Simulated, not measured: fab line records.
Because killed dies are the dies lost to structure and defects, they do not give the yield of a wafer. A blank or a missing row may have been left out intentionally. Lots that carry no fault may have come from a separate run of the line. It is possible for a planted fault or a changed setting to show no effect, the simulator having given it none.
Which tool is to blame? || flow sky130 || Sampling: 10 lots, 30 wafers, 3 of 708 route steps

## WHAT EACH GAUGE READ, for each wafer
SKY_METAL1_CD_MEAS_15 targets a cd of 140 nm. Usual: cd_nm at 139.8 nm, with a standard deviation of 1.4.
{"lot": "L417", "measured": "day 33 17:37", "on": "cd_sem-01", "cd_nm (nm)": "141.8 142.8 142.4", "flag": ""}
{"lot": "L418", "measured": "day 33 19:13", "on": "cd_sem-02", "cd_nm (nm)": "140.1 138.1 137.8", "flag": ""}
{"lot": "L420", "measured": "day 34 12:28", "on": "cd_sem-02", "cd_nm (nm)": "141.4 141.3 140.5", "flag": ""}
{"lot": "L422", "measured": "day 35 09:23", "on": "cd_sem-01", "cd_nm (nm)": "139.0 140.9 139.3", "flag": ""}
{"lot": "L424", "measured": "day 35 16:22", "on": "cd_sem-02", "cd_nm (nm)": "142.9 142.8 140.5", "flag": ""}
{"lot": "L425", "measured": "day 36 02:25", "on": "cd_sem-01", "cd_nm (nm)": "138.9 137.7 137.8", "flag": ""}
{"lot": "L432", "measured": "day 38 03:58", "on": "cd_sem-02", "cd_nm (nm)": "138.3 138.3 138.5", "flag": ""}
{"lot": "L433", "measured": "day 38 04:58", "on": "cd_sem-02", "cd_nm (nm)": "139.4 139.4 140.2", "flag": ""}
{"lot": "L437", "measured": "day 39 14:01", "on": "cd_sem-02", "cd_nm (nm)": "140.4 140.6 140.5", "flag": ""}
{"lot": "L438", "measured": "day 39 19:37", "on": "cd_sem-02", "cd_nm (nm)": "141.8 140.4 141.0", "flag": ""}

## WHICH TOOL RAN EACH LOT (tool, then ch and the chambers of the sampled wafers, then the start)
{"lot": "L417", "SKY_CONTACT_ETCH_17": "rie_diel-02 ch 1,2,3, day 32 13:05", "SKY_CONTACT_STRIP_19": "plasma_asher-01 ch 0,1, day 32 13:13"}
{"lot": "L418", "SKY_CONTACT_ETCH_17": "rie_diel-02 ch 2,3, day 32 15:08", "SKY_CONTACT_STRIP_19": "plasma_asher-04 ch 0,1, day 32 15:14"}
{"lot": "L420", "SKY_CONTACT_ETCH_17": "rie_diel-02 ch 0,1, day 33 08:43", "SKY_CONTACT_STRIP_19": "plasma_asher-01 ch 0,1, day 33 08:50"}
{"lot": "L422", "SKY_CONTACT_ETCH_17": "rie_diel-01 ch 0,3, day 34 05:02", "SKY_CONTACT_STRIP_19": "plasma_asher-01 ch 0,1, day 34 05:08"}
{"lot": "L424", "SKY_CONTACT_ETCH_17": "rie_diel-02 ch 0,2, day 34 12:23", "SKY_CONTACT_STRIP_19": "plasma_asher-02 ch 0,1, day 34 12:29"}
{"lot": "L425", "SKY_CONTACT_ETCH_17": "rie_diel-04 ch 0,2, day 34 22:34", "SKY_CONTACT_STRIP_19": "plasma_asher-04 ch 0,1, day 34 22:41"}
{"lot": "L432", "SKY_CONTACT_ETCH_17": "rie_diel-02 ch 1,2,3, day 37 00:08", "SKY_CONTACT_STRIP_19": "plasma_asher-04 ch 0,1, day 37 00:14"}
{"lot": "L433", "SKY_CONTACT_ETCH_17": "rie_diel-04 ch 1,2,3, day 37 01:26", "SKY_CONTACT_STRIP_19": "plasma_asher-01 ch 0,1, day 37 01:32"}
{"lot": "L437", "SKY_CONTACT_ETCH_17": "rie_diel-04 ch 0,2,3, day 38 11:56", "SKY_CONTACT_STRIP_19": "plasma_asher-01 ch 0,1, day 38 12:04"}
{"lot": "L438", "SKY_CONTACT_ETCH_17": "rie_diel-02 ch 0,2,3, day 38 17:28", "SKY_CONTACT_STRIP_19": "plasma_asher-01 ch 0,1, day 38 17:34"}
- SKY_CONTACT_ETCH_17: etches SiO2 in C4F8/O2/Ar, stops on Si3N4, target depth 340 nm.
- SKY_CONTACT_STRIP_19: strips in O2/N2.

## WHAT THE TOOLS THEMSELVES READ (means of the sampled wafers that have a number; where no wafer has one, the mark that the record gives instead)
SKY_CONTACT_ETCH_17. Usual: oes_product_au at 0.891 a.u., with a standard deviation of 0.0049.
{"lot": "L417", "tool": "rie_diel-02", "oes_product_au (a.u.)": 0.888, "flag": ""}
{"lot": "L418", "tool": "rie_diel-02", "oes_product_au (a.u.)": 0.891, "flag": ""}
{"lot": "L420", "tool": "rie_diel-02", "oes_product_au (a.u.)": 0.893, "flag": ""}
{"lot": "L422", "tool": "rie_diel-01", "oes_product_au (a.u.)": 0.891, "flag": ""}
{"lot": "L424", "tool": "rie_diel-02", "oes_product_au (a.u.)": 0.893, "flag": ""}
{"lot": "L425", "tool": "rie_diel-04", "oes_product_au (a.u.)": 0.894, "flag": ""}
{"lot": "L432", "tool": "rie_diel-02", "oes_product_au (a.u.)": 0.896, "flag": ""}
{"lot": "L433", "tool": "rie_diel-04", "oes_product_au (a.u.)": 0.892, "flag": ""}
{"lot": "L437", "tool": "rie_diel-04", "oes_product_au (a.u.)": 0.893, "flag": ""}
{"lot": "L438", "tool": "rie_diel-02", "oes_product_au (a.u.)": 0.893, "flag": ""}

SKY_CONTACT_STRIP_19. Usual: drypump_motor_current_A 5.73 A, standard deviation 0.24; o2_flow_sccm 2999 sccm, standard deviation 9.4; oes_product_au 0.381 a.u., standard deviation 0.0046; strip_time_to_endpoint_s 3.616 s, standard deviation 0.026.
{"lot": "L417", "tool": "plasma_asher-01", "drypump_motor_current_A (A)": 5.82, "o2_flow_sccm (sccm)": 3001, "oes_product_au (a.u.)": 0.382, "strip_time_to_endpoint_s (s)": 3.608, "flag": ""}
{"lot": "L418", "tool": "plasma_asher-04", "drypump_motor_current_A (A)": 5.81, "o2_flow_sccm (sccm)": 2988, "oes_product_au (a.u.)": 0.385, "strip_time_to_endpoint_s (s)": 3.621, "flag": ""}
{"lot": "L420", "tool": "plasma_asher-01", "drypump_motor_current_A (A)": 5.63, "o2_flow_sccm (sccm)": 2994, "oes_product_au (a.u.)": 0.377, "strip_time_to_endpoint_s (s)": 3.581, "flag": ""}
{"lot": "L422", "tool": "plasma_asher-01", "drypump_motor_current_A (A)": 5.60, "o2_flow_sccm (sccm)": 2996, "oes_product_au (a.u.)": 0.380, "strip_time_to_endpoint_s (s)": 3.620, "flag": ""}
{"lot": "L424", "tool": "plasma_asher-02", "drypump_motor_current_A (A)": 5.47, "o2_flow_sccm (sccm)": 2998, "oes_product_au (a.u.)": 0.384, "strip_time_to_endpoint_s (s)": 3.596, "flag": ""}
{"lot": "L425", "tool": "plasma_asher-04", "drypump_motor_current_A (A)": 5.82, "o2_flow_sccm (sccm)": 2999, "oes_product_au (a.u.)": 0.380, "strip_time_to_endpoint_s (s)": 3.618, "flag": ""}
{"lot": "L432", "tool": "plasma_asher-04", "drypump_motor_current_A (A)": 5.76, "o2_flow_sccm (sccm)": 3004, "oes_product_au (a.u.)": 0.377, "strip_time_to_endpoint_s (s)": 3.599, "flag": ""}
{"lot": "L433", "tool": "plasma_asher-01", "drypump_motor_current_A (A)": 5.60, "o2_flow_sccm (sccm)": 3009, "oes_product_au (a.u.)": 0.382, "strip_time_to_endpoint_s (s)": 3.644, "flag": ""}
{"lot": "L437", "tool": "plasma_asher-01", "drypump_motor_current_A (A)": 5.82, "o2_flow_sccm (sccm)": 2994, "oes_product_au (a.u.)": 0.381, "strip_time_to_endpoint_s (s)": 3.612, "flag": ""}
{"lot": "L438", "tool": "plasma_asher-01", "drypump_motor_current_A (A)": 5.64, "o2_flow_sccm (sccm)": 2998, "oes_product_au (a.u.)": 0.377, "strip_time_to_endpoint_s (s)": 3.602, "flag": ""}

## THE ANSWER, worked out from the rows above alone
Rule: a lot counts as off when the mean over its wafers that have a number is more than 3 standard deviations away from the usual mean. A lot without any number at a reading at which 4 lots or more have one is off too. Any other lot the step has rows for is counted as sound. First the gauges in route order, then the tools' own readings, where a lot's mean is used as printed above. At the first step where some lot is off, the reading lying furthest off is the one used; lots without a number count as furthest.
Across all readings shown, no lot is off: no conclusion can be drawn from this.

## WHAT THE SIMULATOR HAD INSERTED
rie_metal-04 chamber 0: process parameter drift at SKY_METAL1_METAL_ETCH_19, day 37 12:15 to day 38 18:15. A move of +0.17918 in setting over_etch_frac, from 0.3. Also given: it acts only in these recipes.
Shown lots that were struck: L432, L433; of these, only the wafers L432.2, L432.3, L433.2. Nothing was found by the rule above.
